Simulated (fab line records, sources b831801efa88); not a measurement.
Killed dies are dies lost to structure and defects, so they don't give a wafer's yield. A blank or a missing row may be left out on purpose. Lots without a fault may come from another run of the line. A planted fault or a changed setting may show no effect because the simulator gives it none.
A struck lot beside a sound one | flow sky130 | 18 steps out of a route of 708
Sound: wafers L284.2, L284.3, L284.4. Struck: wafers L298.1, L298.4, L298.5. The cause comes at the end.
At each step with rows: each side's tool, then ch and its chambers, then its first start. Under that, the readings that differ: sound wafers | struck wafers | difference of the means | sigmas: that difference in standard deviations of wafers without a fault.
alike: readings whose means differ by less than 2 such deviations, and words and numbers that are the same on both sides. not compared: withheld readings, readings that some wafer has no value for, bounds like >300 that may hide the same value, and numbers for which the record gives no deviation and whose values overlap.
The two part at a step that has a row with sigmas, a row that says differs or no value, or rows on one side only. Numbers that don't overlap but have no deviation are shown without sigmas and don't part them. A reading that every wafer of one side lacks parts them only if that side has two wafers or more.

first, 3 steps without rows for these wafers: SKY_SONOS_ONO_WET_ETCH_18 (etches Si3N4 in H3PO4, target depth 15 nm, time 172 s); SKY_GATE_OXIDE_CLEAN_00 (cleans in SC1/SC2, time 150 s); SKY_GATE_OXIDE_OXIDATION_01 (stabilise 600 s, purge 300 s, target thk 10.268 nm).
SKY_GATE_OXIDE_THK_MEAS_02:
  sound on film_metro-01, day 13 21:18; struck on film_metro-01, day 18 14:41
  alike: GATE_OXIDE_OXIDATION_00_THK
then, 7 steps without rows for these wafers: SKY_GATE_OXIDE_DEHYDRATE_03 (time 60 s); SKY_GATE_OXIDE_HMDS_04 (prime time 60 s); SKY_GATE_OXIDE_COAT_05 (resist thk 1140 nm); SKY_GATE_OXIDE_SOFTBAKE_06 (time 60 s); SKY_GATE_OXIDE_EXPOSE_07 (exposes mask LVOM, target cd 600 nm); SKY_GATE_OXIDE_PEB_08; SKY_GATE_OXIDE_DEVELOP_09 (develop time 60 s).
SKY_GATE_OXIDE_OVL_MEAS_10:
  sound on overlay-01, day 14 23:10; struck on overlay-01, day 19 22:08
  alike: GATE_OXIDE_OVL
SKY_GATE_OXIDE_IMPLANT_11:
  sound on implanter-04 ch 0, day 14 23:13; struck on implanter-04 ch 0, day 19 22:10
then, 1 step without rows for these wafers: SKY_GATE_OXIDE_WET_ETCH_12 (etches SiO2 in dHF, target depth 16.8 nm, time 336 s).
SKY_GATE_OXIDE_STRIP_13: strips in O2/N2.
  sound on plasma_asher-01 ch 0,1, day 14 23:26; struck on plasma_asher-01 ch 0,1, day 19 22:25
  alike: drypump_motor_current_A, oes_product_au, strip_time_to_endpoint_s
  not compared: rf_hours_counter_h
SKY_GATE_OXIDE_TW_MEAS_14:
  sound on film_metro-03, day 14 23:33; struck on film_metro-01, day 19 22:31
  reading       | sound             | struck            | difference | sigmas
  GATE_OXIDE_TW | 221.0 221.7 221.0 | 218.9 219.4 218.1 | -2.4       | -3
then, 1 step without rows for these wafers: SKY_GATE_OXIDE_CLEAN_15 (cleans in SC1/SC2, time 150 s).
-- the record jumps here: 30 days lie between the struck wafers' starts before and after (it left off in module GATE_OXIDE and takes up again in module PAD_OPEN, whose first step shown is number 708 of the route) --
SKY_PAD_OPEN_PROBE_99:
  sound on prober-01, day 46 15:32; struck on prober-01, day 49 22:17
  reading                                  | sound                | struck               | difference | sigmas
  model.etest.pfet_01v8_lvt.drive_ua_um    | 176.8 175.3 178.8    | 163.3 163.1 163.9    | -13.5      |
  model.etest.nfet_01v8.drive_ua_um_range  | 11.15 8.034 11.2     | 13.43 20.74 23.25    | +9.01      |
  model.etest.pfet_01v8_mvt.drive_ua_um    | 155.9 153.2 157.1    | 150.9 150.5 150.9    | -4.6       |
  model.etest.pfet_01v8.drive_ua_um_range  | 8.106 5.17 6.177     | 13.12 14.35 15.22    | +7.75      |
  model.etest.pfet_01v8_lvt.off_log10_a_um | -8.906 -8.903 -9     | -10.1 -9.921 -10.13  | -1.1       |
  model.etest.pfet_01v8_mvt.off_log10_a_um | -10.39 -10.66 -10.53 | -10.81 -10.84 -10.78 | -0.28      |
  model.etest.pfet_01v8.off_log10_a_um     | -9.445 -9.451 -9.647 | -9.739 -9.708 -9.713 | -0.206     |
  alike: killed_at_M0_to_M3, killed_at_M4_up, killed_at_contacts, killed_at_front_end, killed_at_other, killed_dies, killed_open, killed_short
  not compared: model.etest.tip_p.rs_ohm_sq_range

WHERE THEY PART
Only at SKY_GATE_OXIDE_TW_MEAS_14, within this record. Later steps at which nothing parts them and some readings are alike: SKY_PAD_OPEN_PROBE_99.

WHY: what the simulator had put in
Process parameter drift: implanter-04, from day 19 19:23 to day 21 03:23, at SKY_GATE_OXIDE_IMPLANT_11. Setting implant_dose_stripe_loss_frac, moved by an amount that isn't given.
